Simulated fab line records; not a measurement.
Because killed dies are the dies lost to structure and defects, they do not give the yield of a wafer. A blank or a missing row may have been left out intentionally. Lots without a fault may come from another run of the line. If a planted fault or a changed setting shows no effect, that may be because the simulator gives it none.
The tool behind it: which one? + flow sky130 + Sampling: 12 lots, 34 wafers, 5 of 708 route steps

WHAT THE GAUGES SHOWED, per wafer
SKY_METAL3_OVL_MEAS_14. Usual: METAL3_OVL gives -4 nm (standard deviation 5).
| lot  | measured     | on         | METAL3_OVL (nm) | flag |
|------|--------------|------------|-----------------|------|
| L177 | day 38 07:31 | overlay-01 | -19 -14 -11     |      |
| L179 | day 39 08:44 | overlay-02 | -2 -12 -6       |      |
| L180 | day 39 10:07 | overlay-02 | -5 2 4          |      |
| L182 | day 40 03:47 | overlay-01 | 2 -9 -6         |      |
| L183 | day 40 14:26 | overlay-01 | -4 -2 -4        |      |
| L184 | day 40 20:56 | overlay-02 | -13 -3 -9       |      |
| L186 | day 41 06:38 | overlay-01 | -7 -3 -9        |      |
| L187 | day 41 16:28 | overlay-01 | 0 0 -6          |      |
| L188 | day 42 00:16 | overlay-01 | -4 -8 -4        |      |
| L189 | day 42 08:37 | overlay-02 | -16 -14 -5      |      |
| L193 | day 43 04:23 | overlay-01 | -9 -7           |      |
| L195 | day 43 17:52 | overlay-02 | -9 2            |      |

SKY_CAP2M_THK_MEAS_01. Usual: CAP2M_CVD_00_THK gives 15.41 nm (standard deviation 0.18).
| lot  | measured     | on            | CAP2M_CVD_00_THK (nm) | flag |
|------|--------------|---------------|-----------------------|------|
| L177 | day 39 11:44 | film-metro-01 | 15.25 15.55 15.36     |      |
| L179 | day 40 12:59 | film-metro-02 | 15.19 15.42 15.34     |      |
| L180 | day 40 14:03 | film-metro-02 | 15.31 15.38 15.58     |      |
| L182 | day 41 06:42 | film-metro-02 | 15.48 15.53 15.54     |      |
| L183 | day 41 17:49 | film-metro-02 | 15.32 15.43 15.36     |      |
| L184 | day 42 00:24 | film-metro-02 | 15.74 15.34 15.68     |      |
| L186 | day 42 10:03 | film-metro-01 | 15.45 15.31 15.25     |      |
| L187 | day 42 19:25 | film-metro-03 | 15.40 15.27 15.60     |      |
| L188 | day 43 02:17 | film-metro-01 | 15.13 15.25 15.49     |      |
| L189 | day 43 11:22 | film-metro-03 | 15.22 15.46 15.70     |      |
| L193 | day 44 06:44 | film-metro-02 | 13.46 15.47           | OFF  |
| L195 | day 44 19:36 | film-metro-01 | 13.81 15.64           | OFF  |

SKY_CAP2M_OVL_MEAS_12. Usual: CAP2M_OVL gives -1.2 nm (standard deviation 1.5).
| lot  | measured     | on         | CAP2M_OVL (nm) | flag |
|------|--------------|------------|----------------|------|
| L177 | day 40 12:32 | overlay-02 | 1.8 -2.1 -0.4  |      |
| L179 | day 41 13:10 | overlay-02 | -2.2 -1.4 -1.5 |      |
| L180 | day 41 14:25 | overlay-01 | -2.1 -0.4 -2.2 |      |
| L182 | day 42 05:52 | overlay-01 | -0.8 -0.9 0.6  |      |
| L183 | day 42 17:10 | overlay-01 | 0.6 -0.6 -1.4  |      |
| L184 | day 42 23:52 | overlay-01 | -2.1 -2.1 -1.9 |      |
| L186 | day 43 09:14 | overlay-02 | -2.9 -2.9 0.5  |      |
| L187 | day 43 18:23 | overlay-02 | -4.3 -2.6 -3.0 |      |
| L188 | day 44 01:10 | overlay-02 | -2.2 -3.1 -3.5 |      |
| L189 | day 44 09:01 | overlay-01 | -0.6 1.2 -0.7  |      |
| L193 | day 45 04:26 | overlay-02 | -1.9 -1.0      |      |
| L195 | day 45 17:05 | overlay-01 | 0.6 0.0        |      |

WHICH TOOL RAN EACH LOT (tool, then ch and the chambers of the sampled wafers, then the start)
| lot  | SKY_CAP2M_CVD_00                | SKY_CAP2M_SPUTTER_02         |
|------|---------------------------------|------------------------------|
| L177 | pecvd-04 ch 0,1, day 39 11:41   | pvd-sputter-04, day 39 11:47 |
| L179 | pecvd-02 ch 0,2, day 40 12:57   | pvd-sputter-02, day 40 13:02 |
| L180 | pecvd-04 ch 0,1, day 40 14:01   | pvd-sputter-03, day 40 14:07 |
| L182 | pecvd-02 ch 1,2, day 41 06:41   | pvd-sputter-03, day 41 06:46 |
| L183 | pecvd-04 ch 0,1, day 41 17:47   | pvd-sputter-04, day 41 17:52 |
| L184 | pecvd-03 ch 0,1, day 42 00:23   | pvd-sputter-02, day 42 00:28 |
| L186 | pecvd-03 ch 0,1,2, day 42 10:02 | pvd-sputter-04, day 42 10:07 |
| L187 | pecvd-03 ch 0,2, day 42 19:23   | pvd-sputter-04, day 42 19:28 |
| L188 | pecvd-04 ch 0,1, day 43 02:14   | pvd-sputter-02, day 43 02:20 |
| L189 | pecvd-02 ch 0,2, day 43 11:19   | pvd-sputter-03, day 43 11:25 |
| L193 | pecvd-04 ch 1, day 44 06:42     | pvd-sputter-04, day 44 06:47 |
| L195 | pecvd-04 ch 1, day 44 19:33     | pvd-sputter-04, day 44 19:38 |
- SKY_CAP2M_CVD_00: deposits SiO2, target thk 15.5 nm.
- SKY_CAP2M_SPUTTER_02: material TiN, target thk 200 nm, time 166.7 s.

AS READ BY THE TOOLS THEMSELVES (means over the sampled wafers that have a number; for cases with no such wafer, the mark the record gives instead)
SKY_CAP2M_CVD_00. Usual: heater-power-w at 711 W, with a standard deviation of 100.
| lot  | tool     | heater-power-w (W) | flag |
|------|----------|--------------------|------|
| L177 | pecvd-04 | 733                |      |
| L179 | pecvd-02 | 608                |      |
| L180 | pecvd-04 | 707                |      |
| L182 | pecvd-02 | 691                |      |
| L183 | pecvd-04 | 800                |      |
| L184 | pecvd-03 | 749                |      |
| L186 | pecvd-03 | 788                |      |
| L187 | pecvd-03 | 664                |      |
| L188 | pecvd-04 | 750                |      |
| L189 | pecvd-02 | 593                |      |
| L193 | pecvd-04 | 765                |      |
| L195 | pecvd-04 | 710                |      |

SKY_CAP2M_SPUTTER_02. Usual: throttle-valve-pct at 29.7 %, with a standard deviation of 0.77.
| lot  | tool           | throttle-valve-pct (%) | flag |
|------|----------------|------------------------|------|
| L177 | pvd-sputter-04 | 29.8                   |      |
| L179 | pvd-sputter-02 | 30.4                   |      |
| L180 | pvd-sputter-03 | 29.6                   |      |
| L182 | pvd-sputter-03 | 28.9                   |      |
| L183 | pvd-sputter-04 | 29.9                   |      |
| L184 | pvd-sputter-02 | 30.4                   |      |
| L186 | pvd-sputter-04 | 29.7                   |      |
| L187 | pvd-sputter-04 | 29.3                   |      |
| L188 | pvd-sputter-02 | 30.1                   |      |
| L189 | pvd-sputter-03 | 29.5                   |      |
| L193 | pvd-sputter-04 | 29.1                   |      |
| L195 | pvd-sputter-04 | 29.1                   |      |

THE ANSWER, worked out from the rows above alone
Rule: take the mean of a lot's wafers that have a number; if it is more than 3 standard deviations from the usual mean, the lot is off. Also off: a lot with no number at a reading for which 4 or more lots have one. Any other lot the step has rows for is counted as sound. After the gauges, taken in route order, come the tools' own readings; for these a lot's mean is taken, as printed above. At the first step where some lot is off, the reading lying furthest off is the one used; lots without a number count as furthest.
Off: L193, L195, at SKY_CAP2M_THK_MEAS_01 (CAP2M_CVD_00_THK).
A tool fits if, at a process step before that reading, it ran every lot that is off, and no sound lot after the first of them. The gauges at SKY_CAP2M_THK_MEAS_01 are tried like those tools. One candidate fits, namely pecvd-04 at SKY_CAP2M_CVD_00. A fault onset in the window from L188 (day 43 02:14, its last sound lot) to L193 (day 44 06:42, its first lot off) fits.

WHAT HAD BEEN PUT IN BY THE SIMULATOR
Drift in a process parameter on pecvd-04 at SKY_CAP2M_CVD_00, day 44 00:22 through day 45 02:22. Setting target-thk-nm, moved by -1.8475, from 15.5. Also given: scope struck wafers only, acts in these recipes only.
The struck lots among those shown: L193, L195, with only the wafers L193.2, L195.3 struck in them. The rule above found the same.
